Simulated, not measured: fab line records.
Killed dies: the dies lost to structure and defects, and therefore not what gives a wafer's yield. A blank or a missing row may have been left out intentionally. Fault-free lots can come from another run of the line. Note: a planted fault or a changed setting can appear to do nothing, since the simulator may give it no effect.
The tool behind it: which one? || flow gf180mcu || 12 lots with 36 wafers sampled at 3 steps, on a route of 602 steps

WHAT EACH GAUGE READ, for each wafer
GF_MIM_THK_MEAS_06. Usual: MIM_CVD_05_THK gives 42.0 nm (standard deviation 0.54).
{"lot": "L999", "measured": "day 24 22:06", "on": "film metro-01", "MIM_CVD_05_THK (nm)": "40.9 41.8 41.8", "flag": ""}
{"lot": "L101", "measured": "day 25 08:29", "on": "film metro-01", "MIM_CVD_05_THK (nm)": "41.4 41.4 41.3", "flag": ""}
{"lot": "L102", "measured": "day 25 19:32", "on": "film metro-03", "MIM_CVD_05_THK (nm)": "40.8 42.3 42.3", "flag": ""}
{"lot": "L103", "measured": "day 26 06:44", "on": "film metro-04", "MIM_CVD_05_THK (nm)": "41.5 41.5 42.7", "flag": ""}
{"lot": "L104", "measured": "day 26 15:05", "on": "film metro-03", "MIM_CVD_05_THK (nm)": "41.3 41.8 42.2", "flag": ""}
{"lot": "L105", "measured": "day 26 19:16", "on": "film metro-04", "MIM_CVD_05_THK (nm)": "41.0 42.2 41.5", "flag": ""}
{"lot": "L106", "measured": "day 27 06:32", "on": "film metro-04", "MIM_CVD_05_THK (nm)": "42.2 42.2 43.0", "flag": ""}
{"lot": "L112", "measured": "day 29 09:16", "on": "film metro-04", "MIM_CVD_05_THK (nm)": "42.0 41.9 43.1", "flag": ""}
{"lot": "L113", "measured": "day 29 12:08", "on": "film metro-04", "MIM_CVD_05_THK (nm)": "41.2 42.4 42.5", "flag": ""}
{"lot": "L115", "measured": "day 29 19:03", "on": "film metro-04", "MIM_CVD_05_THK (nm)": "41.6 42.0 42.6", "flag": ""}
{"lot": "L118", "measured": "day 30 15:23", "on": "film metro-03", "MIM_CVD_05_THK (nm)": "41.4 41.6 41.7", "flag": ""}
{"lot": "L119", "measured": "day 30 21:14", "on": "film metro-04", "MIM_CVD_05_THK (nm)": "42.3 41.8 42.5", "flag": ""}

GF_MIM_RS_MEAS_10: the measuring method here is four-point-probe. Usual: MIM_ALCU_RS gives 0.1599 ohm/sq (standard deviation 0.0018).
{"lot": "L999", "measured": "day 24 22:17", "on": "film metro-01", "MIM_ALCU_RS (ohm/sq)": "0.1625 0.1634 0.1648", "flag": ""}
{"lot": "L101", "measured": "day 25 08:38", "on": "film metro-04", "MIM_ALCU_RS (ohm/sq)": "0.1599 0.1579 0.1600", "flag": ""}
{"lot": "L102", "measured": "day 25 19:43", "on": "film metro-01", "MIM_ALCU_RS (ohm/sq)": "0.1599 0.1618 0.1609", "flag": ""}
{"lot": "L103", "measured": "day 26 06:53", "on": "film metro-04", "MIM_ALCU_RS (ohm/sq)": "0.1613 0.1616 0.1609", "flag": ""}
{"lot": "L104", "measured": "day 26 15:15", "on": "film metro-03", "MIM_ALCU_RS (ohm/sq)": "0.1576 0.1563 0.1579", "flag": ""}
{"lot": "L105", "measured": "day 26 19:26", "on": "film metro-01", "MIM_ALCU_RS (ohm/sq)": "0.1602 0.1598 0.1597", "flag": ""}
{"lot": "L106", "measured": "day 27 06:42", "on": "film metro-03", "MIM_ALCU_RS (ohm/sq)": "0.1628 0.1615 0.1614", "flag": ""}
{"lot": "L112", "measured": "day 29 09:26", "on": "film metro-01", "MIM_ALCU_RS (ohm/sq)": "0.1610 0.1614 0.1620", "flag": ""}
{"lot": "L113", "measured": "day 29 12:18", "on": "film metro-01", "MIM_ALCU_RS (ohm/sq)": "0.1606 0.1589 0.1603", "flag": ""}
{"lot": "L115", "measured": "day 29 19:14", "on": "film metro-01", "MIM_ALCU_RS (ohm/sq)": "0.1577 0.1569 0.1563", "flag": ""}
{"lot": "L118", "measured": "day 30 15:33", "on": "film metro-03", "MIM_ALCU_RS (ohm/sq)": "0.1604 0.1603 0.1605", "flag": ""}
{"lot": "L119", "measured": "day 30 21:23", "on": "film metro-03", "MIM_ALCU_RS (ohm/sq)": "0.1576 0.1584 0.1585", "flag": ""}

WHAT TOOL EACH LOT RAN ON (gives the tool, then ch and the chambers of the sampled wafers, and finally the start)
{"lot": "L999", "GF_M4_METAL_ETCH_16": "rie metal-04 ch 0,1, day 23 19:58"}
{"lot": "L101", "GF_M4_METAL_ETCH_16": "rie metal-04 ch 0,1, day 24 07:44"}
{"lot": "L102", "GF_M4_METAL_ETCH_16": "rie metal-04 ch 0,1, day 24 19:02"}
{"lot": "L103", "GF_M4_METAL_ETCH_16": "rie metal-03 ch 1, day 25 06:05"}
{"lot": "L104", "GF_M4_METAL_ETCH_16": "rie metal-04 ch 0,1, day 25 14:56"}
{"lot": "L105", "GF_M4_METAL_ETCH_16": "rie metal-04 ch 0,1, day 25 19:18"}
{"lot": "L106", "GF_M4_METAL_ETCH_16": "rie metal-04 ch 1, day 26 07:17"}
{"lot": "L112", "GF_M4_METAL_ETCH_16": "rie metal-04 ch 0,1, day 28 10:14"}
{"lot": "L113", "GF_M4_METAL_ETCH_16": "rie metal-03 ch 0,1, day 28 13:50"}
{"lot": "L115", "GF_M4_METAL_ETCH_16": "rie metal-04 ch 0,1, day 28 20:50"}
{"lot": "L118", "GF_M4_METAL_ETCH_16": "rie metal-03 ch 0,1, day 29 18:14"}
{"lot": "L119", "GF_M4_METAL_ETCH_16": "rie metal-03 ch 0,1, day 30 00:22"}
- GF_M4_METAL_ETCH_16: etches the open film in Cl2/BCl3, stops on SiO2, target depth 750.8 nm, time 125.1 s.

WHAT THE TOOLS THEMSELVES READ (means of the sampled wafers that have a number; where no wafer has one, the mark that the record gives instead)
GF_M4_METAL_ETCH_16. Usual: drypump motor current A 5.7 A, standard deviation 0.35; oes product au 0.992 a.u., standard deviation 0.0047; throttle valve pct 28.228 %, standard deviation 0.009.
{"lot": "L999", "tool": "rie metal-04", "drypump motor current A (A)": 6.0, "oes product au (a.u.)": 0.988, "throttle valve pct (%)": 28.230, "flag": ""}
{"lot": "L101", "tool": "rie metal-04", "drypump motor current A (A)": 5.9, "oes product au (a.u.)": 0.993, "throttle valve pct (%)": 28.222, "flag": ""}
{"lot": "L102", "tool": "rie metal-04", "drypump motor current A (A)": 6.0, "oes product au (a.u.)": 0.992, "throttle valve pct (%)": 28.229, "flag": ""}
{"lot": "L103", "tool": "rie metal-03", "drypump motor current A (A)": 5.7, "oes product au (a.u.)": 0.993, "throttle valve pct (%)": 28.227, "flag": ""}
{"lot": "L104", "tool": "rie metal-04", "drypump motor current A (A)": 6.0, "oes product au (a.u.)": 0.992, "throttle valve pct (%)": 28.230, "flag": ""}
{"lot": "L105", "tool": "rie metal-04", "drypump motor current A (A)": 5.9, "oes product au (a.u.)": 0.991, "throttle valve pct (%)": 28.231, "flag": ""}
{"lot": "L106", "tool": "rie metal-04", "drypump motor current A (A)": 6.1, "oes product au (a.u.)": 0.994, "throttle valve pct (%)": 28.224, "flag": ""}
{"lot": "L112", "tool": "rie metal-04", "drypump motor current A (A)": 5.9, "oes product au (a.u.)": 0.991, "throttle valve pct (%)": 28.227, "flag": ""}
{"lot": "L113", "tool": "rie metal-03", "drypump motor current A (A)": 5.5, "oes product au (a.u.)": 0.994, "throttle valve pct (%)": 28.229, "flag": ""}
{"lot": "L115", "tool": "rie metal-04", "drypump motor current A (A)": 6.0, "oes product au (a.u.)": 0.997, "throttle valve pct (%)": 28.232, "flag": ""}
{"lot": "L118", "tool": "rie metal-03", "drypump motor current A (A)": 5.6, "oes product au (a.u.)": 0.994, "throttle valve pct (%)": 28.227, "flag": ""}
{"lot": "L119", "tool": "rie metal-03", "drypump motor current A (A)": 5.6, "oes product au (a.u.)": 0.991, "throttle valve pct (%)": 28.229, "flag": ""}

THE ANSWER, worked out from the rows above alone
Rule: take the mean of a lot's wafers that have a number; if it is more than 3 standard deviations from the usual mean, the lot is off. A lot without any number at a reading at which 4 lots or more have one is off too. The other lots that the step has rows for count as sound. Order of review: gauges by route order, followed by the tools' own readings, for which a lot's mean as printed above is used. At the first step where some lot is off, the reading lying furthest off is the one used; lots without a number count as furthest.
Nothing can be told from this: no lot is off at any reading shown.

WHAT WAS PUT IN BY THE SIMULATOR
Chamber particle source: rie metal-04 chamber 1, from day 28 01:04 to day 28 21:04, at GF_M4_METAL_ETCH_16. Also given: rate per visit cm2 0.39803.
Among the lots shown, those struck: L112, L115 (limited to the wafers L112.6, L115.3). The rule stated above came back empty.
